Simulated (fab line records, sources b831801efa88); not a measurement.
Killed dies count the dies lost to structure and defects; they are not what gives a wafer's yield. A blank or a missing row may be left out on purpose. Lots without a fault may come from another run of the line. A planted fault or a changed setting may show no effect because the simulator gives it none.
Which tool did it? + flow sky130 + 13 lots, 39 wafers sampled, at 5 steps of a route of 708

## WHAT THE GAUGES READ, wafer by wafer
SKY_POLY_GATE_THK_MEAS_21.
| lot  | measured     | on            | POLY_GATE_OXIDATION_THK (nm) |
|------|--------------|---------------|------------------------------|
| L189 | day 17 07:12 | film_metro-02 | 3.95 4.01 4.03               |
| L190 | day 18 01:37 | film_metro-02 | 4.17 4.23 4.09               |
| L191 | day 18 15:50 | film_metro-01 | 3.94 3.95 3.98               |
| L196 | day 20 04:02 | film_metro-02 | 4.14 4.02 4.19               |
| L198 | day 20 18:40 | film_metro-02 | 3.91 3.93 3.89               |
| L199 | day 21 04:30 | film_metro-02 | 4.05 4.11 4.08               |
| L201 | day 22 00:41 | film_metro-01 | 4.02 4.05 4.06               |
| L203 | day 22 07:53 | film_metro-04 | 4.04 4.04 4.03               |
| L202 | day 22 17:52 | film_metro-01 | 3.94 3.96 3.95               |
| L204 | day 23 01:52 | film_metro-02 | 3.94 3.90 3.99               |
| L206 | day 24 10:50 | film_metro-02 | 3.98 3.95 4.05               |
| L207 | day 25 04:02 | film_metro-01 | 3.90 3.99 3.89               |
| L209 | day 25 13:03 | film_metro-04 | 3.95 3.99 3.95               |

SKY_LDD_HVP_OVL_MEAS_07.
| lot  | measured     | on         | LDD_HVP_OVL (nm) |
|------|--------------|------------|------------------|
| L189 | day 22 10:14 | overlay-02 | -0.3 -2.1 -0.7   |
| L190 | day 23 04:26 | overlay-02 | -0.5 -0.4 -0.5   |
| L191 | day 23 18:53 | overlay-02 | 2.6 1.4 2.0      |
| L196 | day 25 06:34 | overlay-02 | 0.8 0.9 0.9      |
| L198 | day 25 19:46 | overlay-01 | -0.9 1.0 0.6     |
| L199 | day 26 04:55 | overlay-01 | -3.1 -2.7 -2.1   |
| L201 | day 26 23:37 | overlay-01 | -1.4 -2.9 -2.1   |
| L203 | day 27 06:44 | overlay-01 | -0.9 -0.7 0.3    |
| L202 | day 27 16:09 | overlay-02 | 0.6 1.1 1.3      |
| L204 | day 27 23:29 | overlay-02 | 0.4 2.0 -0.3     |
| L206 | day 29 05:52 | overlay-02 | -2.9 -2.4 -3.6   |
| L207 | day 29 21:08 | overlay-02 | -0.7 -2.0 -0.7   |
| L209 | day 30 05:13 | overlay-02 | 0.7 -0.1 0.6     |

SKY_LDD_LDN_OVL_MEAS_07.
| lot  | measured     | on         | LDD_LDN_OVL (nm) |
|------|--------------|------------|------------------|
| L189 | day 23 16:26 | overlay-01 | -1.3 0.4 -1.0    |
| L190 | day 24 09:55 | overlay-01 | -2.5 -3.2 -1.4   |
| L191 | day 25 00:18 | overlay-01 | 0.7 -1.6 -1.6    |
| L196 | day 26 11:32 | overlay-02 | -0.3 -1.6 -0.2   |
| L198 | day 27 00:20 | overlay-01 | -2.7 -3.6 -1.3   |
| L199 | day 27 10:32 | overlay-01 | -0.7 0.2 -1.4    |
| L201 | day 28 05:07 | overlay-01 | 0.1 0.3 1.0      |
| L203 | day 28 09:50 | overlay-01 | 0.6 -0.6 0.3     |
| L202 | day 28 19:36 | overlay-02 | 1.1 0.9 1.9      |
| L204 | day 29 03:00 | overlay-02 | 0.3 -0.8 -0.4    |
| L206 | day 30 09:52 | overlay-01 | 0.7 0.8 1.9      |
| L207 | day 31 00:40 | overlay-02 | -1.4 -0.9 -1.2   |
| L209 | day 31 08:28 | overlay-02 | -1.8 -0.9 -0.4   |

## EACH LOT AND THE TOOL THAT RAN IT (in order: tool; ch and the chambers of the sampled wafers; start)
| lot  | SKY_LDD_P_COAT_02                 | SKY_LDD_P_STRIP_10                   |
|------|-----------------------------------|--------------------------------------|
| L189 | litho_track-02 ch 0, day 19 04:47 | plasma_asher-03 ch 0,1, day 19 20:32 |
| L190 | litho_track-03 ch 0, day 20 00:07 | plasma_asher-03 ch 0,1, day 20 16:08 |
| L191 | litho_track-01 ch 0, day 20 15:31 | plasma_asher-02 ch 0,1, day 21 06:54 |
| L196 | litho_track-02 ch 0, day 22 02:22 | plasma_asher-02 ch 0,1, day 22 18:12 |
| L198 | litho_track-01 ch 0, day 22 17:34 | plasma_asher-02 ch 0,1, day 23 08:32 |
| L199 | litho_track-01 ch 0, day 23 03:40 | plasma_asher-03 ch 0,1, day 23 18:57 |
| L201 | litho_track-01 ch 0, day 23 22:38 | plasma_asher-03 ch 1, day 24 13:32   |
| L203 | litho_track-03 ch 0, day 24 06:00 | plasma_asher-03 ch 0,1, day 24 20:28 |
| L202 | litho_track-03 ch 0, day 24 16:01 | plasma_asher-03 ch 0,1, day 25 07:12 |
| L204 | litho_track-02 ch 0, day 24 22:17 | plasma_asher-03 ch 0,1, day 25 13:57 |
| L206 | litho_track-01 ch 0, day 26 07:49 | plasma_asher-03 ch 0,1, day 26 22:51 |
| L207 | litho_track-03 ch 0, day 26 23:52 | plasma_asher-03 ch 0,1, day 27 14:46 |
| L209 | litho_track-01 ch 0, day 27 08:28 | plasma_asher-01 ch 0,1, day 27 23:16 |
- SKY_LDD_P_COAT_02: resist thk 1140 nm.
- SKY_LDD_P_STRIP_10: strips in O2/N2.

## AS READ BY THE TOOLS THEMSELVES (means over the sampled wafers that have a number; for cases with no such wafer, the mark the record gives instead)
SKY_LDD_P_COAT_02.
| lot  | tool           | chill_plate_temp_C (C) | spin_speed_rpm (rpm) |
|------|----------------|------------------------|----------------------|
| L189 | litho_track-02 | 22.93                  | 2999.1               |
| L190 | litho_track-03 | 23.07                  | 2999.8               |
| L191 | litho_track-01 | 23.01                  | 2999.9               |
| L196 | litho_track-02 | 22.96                  | 3000.1               |
| L198 | litho_track-01 | 23.06                  | 3045.7               |
| L199 | litho_track-01 | 22.99                  | 3043.9               |
| L201 | litho_track-01 | 23.06                  | 3043.9               |
| L203 | litho_track-03 | 22.87                  | 2997.1               |
| L202 | litho_track-03 | 22.89                  | 3000.1               |
| L204 | litho_track-02 | 22.95                  | 3000.4               |
| L206 | litho_track-01 | 23.01                  | 3000.9               |
| L207 | litho_track-03 | 23.09                  | 2996.7               |
| L209 | litho_track-01 | 22.98                  | 3000.5               |

SKY_LDD_P_STRIP_10.
| lot  | tool            | drypump_motor_current_A (A) | oes_product_au (a.u.) | strip_time_to_endpoint_s (s) |
|------|-----------------|-----------------------------|-----------------------|------------------------------|
| L189 | plasma_asher-03 | 6.1                         | 0.712                 | 14.18                        |
| L190 | plasma_asher-03 | 6.1                         | 0.716                 | 14.23                        |
| L191 | plasma_asher-02 | 6.0                         | 0.717                 | 14.18                        |
| L196 | plasma_asher-02 | 6.0                         | 0.716                 | 14.22                        |
| L198 | plasma_asher-02 | 6.0                         | 0.715                 | 14.04                        |
| L199 | plasma_asher-03 | 6.1                         | 0.718                 | 14.07                        |
| L201 | plasma_asher-03 | 6.4                         | 0.713                 | 14.11                        |
| L203 | plasma_asher-03 | 6.1                         | 0.713                 | 14.21                        |
| L202 | plasma_asher-03 | 6.1                         | 0.713                 | 14.17                        |
| L204 | plasma_asher-03 | 6.1                         | 0.716                 | 14.22                        |
| L206 | plasma_asher-03 | 6.1                         | 0.714                 | 14.19                        |
| L207 | plasma_asher-03 | 5.7                         | 0.714                 | 14.19                        |
| L209 | plasma_asher-01 | 5.1                         | 0.716                 | 14.15                        |

## THE ANSWER, worked out from the rows above alone
Rule: what is usual is taken from the lots themselves. Put in order of their means at a reading, lots are off if they are a third of the lots or fewer, leave a main group of 4 or more, and stand apart from it by a gap of 3 or more times the standard deviation of the main group's means; of several such gaps the widest counts. If all means in a main group match to the digits the tables above print for the reading, that group is not used. A lot without any number at a reading at which 4 lots or more have one is off too. All remaining lots with rows at the step are treated as sound. First the gauges in route order, then the tools' own readings, where a lot's mean is used as printed above. The first step at which some lot is off is used, and at that step the reading that is off furthest; a lot without a number counts as furthest.
Off at SKY_LDD_P_COAT_02 (spin_speed_rpm): L198, L199, L201. Main group: mean 2999.5 rpm, sd 1.4.
A tool fits if, at that step or a process step before it, it ran every lot that is off, and no sound lot after the first of them. No candidate that was tried fits.

## WHAT HAD BEEN PUT IN BY THE SIMULATOR
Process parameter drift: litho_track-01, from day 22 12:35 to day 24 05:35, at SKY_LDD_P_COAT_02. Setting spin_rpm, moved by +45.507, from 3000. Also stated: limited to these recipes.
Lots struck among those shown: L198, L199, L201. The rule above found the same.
